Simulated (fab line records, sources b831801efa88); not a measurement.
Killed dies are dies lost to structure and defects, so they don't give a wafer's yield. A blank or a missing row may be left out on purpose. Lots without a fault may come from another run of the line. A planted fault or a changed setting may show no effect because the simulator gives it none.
Which tool did it? | flow gf180mcu | 14 lots, 42 wafers sampled, at 4 steps of a route of 602

WHAT THE GAUGES READ, wafer by wafer
GF_DUAL_GATE_OVL_MEAS_11. Usual: DUAL_GATE_OVL 0.8 nm, standard deviation 1.3.
lot  | measured     | on         | DUAL_GATE_OVL (nm) | flag
L267 | day 8 11:53  | overlay-01 | 2.7 2.3 -0.1       |
L268 | day 8 17:57  | overlay-02 | 0.6 0.2 1.1        |
L269 | day 8 21:18  | overlay-01 | -0.5 0.9 1.2       |
L270 | day 9 03:17  | overlay-02 | -0.6 -1.6 -0.7     |
L271 | day 9 12:21  | overlay-01 | 0.2 0.6 0.0        |
L272 | day 9 20:02  | overlay-02 | -1.4 -0.7 -1.6     |
L274 | day 10 09:30 | overlay-02 | 2.6 4.0 2.9        |
L275 | day 10 16:25 | overlay-01 | 3.0 2.6 1.4        |
L276 | day 11 00:36 | overlay-02 | 1.0 1.2 2.3        |
L278 | day 11 11:46 | overlay-02 | 3.3 2.3 2.5        |
L281 | day 12 14:59 | overlay-01 | -0.3 1.2 -0.1      |
L282 | day 12 15:53 | overlay-02 | -2.4 -0.1 -0.1     |
L283 | day 13 01:05 | overlay-02 | 1.8 0.1 1.7        |
L289 | day 14 14:08 | overlay-01 | 0.6 0.6 2.8        |

GF_HV_LDD_TW_MEAS_50. Usual: HV_LDD_4_TW 573, standard deviation 5.3.
lot  | measured     | on            | HV_LDD_4_TW | flag
L267 | day 12 12:30 | film_metro-02 | 573 572 573 |
L268 | day 12 21:22 | film_metro-01 | 582 581 582 |
L269 | day 12 23:55 | film_metro-04 | 571 567 564 |
L270 | day 13 06:40 | film_metro-01 | 580 581 581 |
L271 | day 13 17:48 | film_metro-04 | 567 570 570 |
L272 | day 14 03:29 | film_metro-01 | 576 581 582 |
L274 | day 14 18:11 | film_metro-04 | 572 571 571 |
L275 | day 15 04:47 | film_metro-02 | 569 568 571 |
L276 | day 15 11:37 | film_metro-04 | 572 573 569 |
L278 | day 16 00:01 | film_metro-04 | 569 567 571 |
L281 | day 17 06:32 | film_metro-04 | 569 569 570 |
L289 | day 19 14:56 | film_metro-01 | 579 578 581 |

WHICH TOOL RAN EACH LOT (tool, then ch and the chambers of the sampled wafers, then the start)
lot  | GF_POLY_GATE_ETCH_12               | GF_POLY_GATE_OXIDATION_16
L267 | rie_diel-01 ch 0,2,3, day 9 08:15  | furnace-01 ch 0, day 9 08:48
L268 | rie_diel-02 ch 1,2, day 9 15:17    | furnace-02 ch 0, day 9 15:37
L269 | rie_diel-01 ch 0,3, day 9 18:41    | furnace-01 ch 0, day 9 18:57
L270 | rie_diel-03 ch 0,1,2, day 9 23:21  | furnace-01 ch 0, day 9 23:36
L271 | rie_diel-02 ch 2,3, day 10 09:39   | furnace-02 ch 0, day 10 10:31
L272 | rie_diel-02 ch 1,2, day 10 17:38   | furnace-01 ch 0, day 10 18:02
L274 | rie_diel-01 ch 2,3, day 11 07:36   | furnace-02 ch 0, day 11 07:51
L275 | rie_diel-03 ch 0,1,2, day 11 15:18 | furnace-01 ch 0, day 11 16:31
L276 | rie_diel-03 ch 0,1, day 11 23:38   | furnace-01 ch 0, day 11 23:54
L278 | rie_diel-03 ch 1,3, day 12 10:08   | furnace-01 ch 0, day 12 10:24
L281 | rie_diel-03 ch 1,2,3, day 13 13:32 | furnace-02 ch 0, day 13 13:48
L282 | rie_diel-02 ch 0,1, day 13 17:14   | furnace-01, day 13 19:28
L283 | rie_diel-01 ch 0,3, day 14 01:48   | furnace-02, day 14 02:43
L289 | rie_diel-03 ch 0,3, day 15 15:53   | furnace-02 ch 0, day 15 16:20
- GF_POLY_GATE_ETCH_12: etches BARC in N2/H2.
- GF_POLY_GATE_OXIDATION_16: stabilise 600 s, purge 300 s, target thk 4 nm.

WHAT THE TOOLS THEMSELVES READ (means of the sampled wafers that have a number; where no wafer has one, the mark that the record gives instead)
GF_POLY_GATE_ETCH_12. Usual: drypump_motor_current_A 5.6 A, standard deviation 0.4; oes_product_au 0.735 a.u., standard deviation 0.0049; rf_fwd_power_W 496.3 W, standard deviation 1.8; throttle_valve_pct 13.215 %, standard deviation 0.0087.
lot  | tool        | drypump_motor_current_A (A) | oes_product_au (a.u.) | rf_fwd_power_W (W) | throttle_valve_pct (%) | flag
L267 | rie_diel-01 | 5.7                         | 0.740                 | 496.0              | 13.212                 |
L268 | rie_diel-02 | 5.6                         | 0.735                 | 495.4              | 13.215                 |
L269 | rie_diel-01 | 5.9                         | 0.735                 | 496.0              | 13.224                 |
L270 | rie_diel-03 | 5.6                         | 0.732                 | 498.1              | 13.214                 |
L271 | rie_diel-02 | 5.3                         | 0.741                 | 498.7              | 13.212                 |
L272 | rie_diel-02 | 5.5                         | 0.738                 | 494.4              | 13.214                 |
L274 | rie_diel-01 | 5.4                         | 0.732                 | 496.9              | 13.218                 |
L275 | rie_diel-03 | 5.6                         | 0.736                 | 497.2              | 13.215                 |
L276 | rie_diel-03 | 5.6                         | 0.738                 | 495.3              | 13.214                 |
L278 | rie_diel-03 | 6.0                         | 0.735                 | 496.1              | 13.213                 |
L281 | rie_diel-03 | 5.6                         | 0.732                 | 496.9              | 13.211                 |
L282 | rie_diel-02 | 5.7                         | 0.738                 | 495.6              | 13.215                 |
L283 | rie_diel-01 | 5.9                         | 0.735                 | 496.0              | 13.213                 |
L289 | rie_diel-03 | 5.2                         | 0.731                 | 494.4              | 13.217                 |

GF_POLY_GATE_OXIDATION_16. Usual: ox_temp_c 850.0 C, standard deviation 0.38; ox_temp_c_max 854.2, standard deviation 0.83; spike_tc_top_C 862.7 C, standard deviation 2.5.
lot  | tool       | ox_temp_c (C) | ox_temp_c_max | spike_tc_top_C (C) | flag
L267 | furnace-01 | 850.3         | 853.6         | 861.4              |
L268 | furnace-02 | 849.9         | 854.1         | 864.9              |
L269 | furnace-01 | 849.7         | 853.6         | 860.3              |
L270 | furnace-01 | 851.0         | 854.7         | 860.2              |
L271 | furnace-02 | 849.9         | 854.5         | 864.4              |
L272 | furnace-01 | 850.0         | 853.5         | 861.1              |
L274 | furnace-02 | 850.5         | 855.1         | 866.3              |
L275 | furnace-01 | 849.9         | 853.5         | 860.2              |
L276 | furnace-01 | 849.8         | 853.6         | 860.3              |
L278 | furnace-01 | 850.1         | 853.9         | 860.8              |
L281 | furnace-02 | 850.1         | 855.1         | 866.3              |
L282 | furnace-01 | -             | -             | -                  | OFF
L283 | furnace-02 | -             | -             | -                  | OFF
L289 | furnace-02 | 849.9         | 855.2         | 864.3              |

THE ANSWER, worked out from the rows above alone
Rule: a lot is off if the mean of its wafers that have a number lies more than 3 standard deviations from the usual mean. A lot without any number at a reading at which 4 lots or more have one is off too. The other lots that the step has rows for count as sound. The gauges are gone through in route order, then the tools' own readings, and for those a lot's mean is taken as printed above. The first step at which some lot is off is used, and at that step the reading that is off furthest; a lot without a number counts as furthest.
Off: L282, L283, at GF_POLY_GATE_OXIDATION_16 (ox_temp_c). Without a number there: L282, L283.
A tool fits if, at that step or a process step before it, it ran every lot that is off, and no sound lot after the first of them. None of those tried fits.

WHAT THE SIMULATOR HAD PUT IN
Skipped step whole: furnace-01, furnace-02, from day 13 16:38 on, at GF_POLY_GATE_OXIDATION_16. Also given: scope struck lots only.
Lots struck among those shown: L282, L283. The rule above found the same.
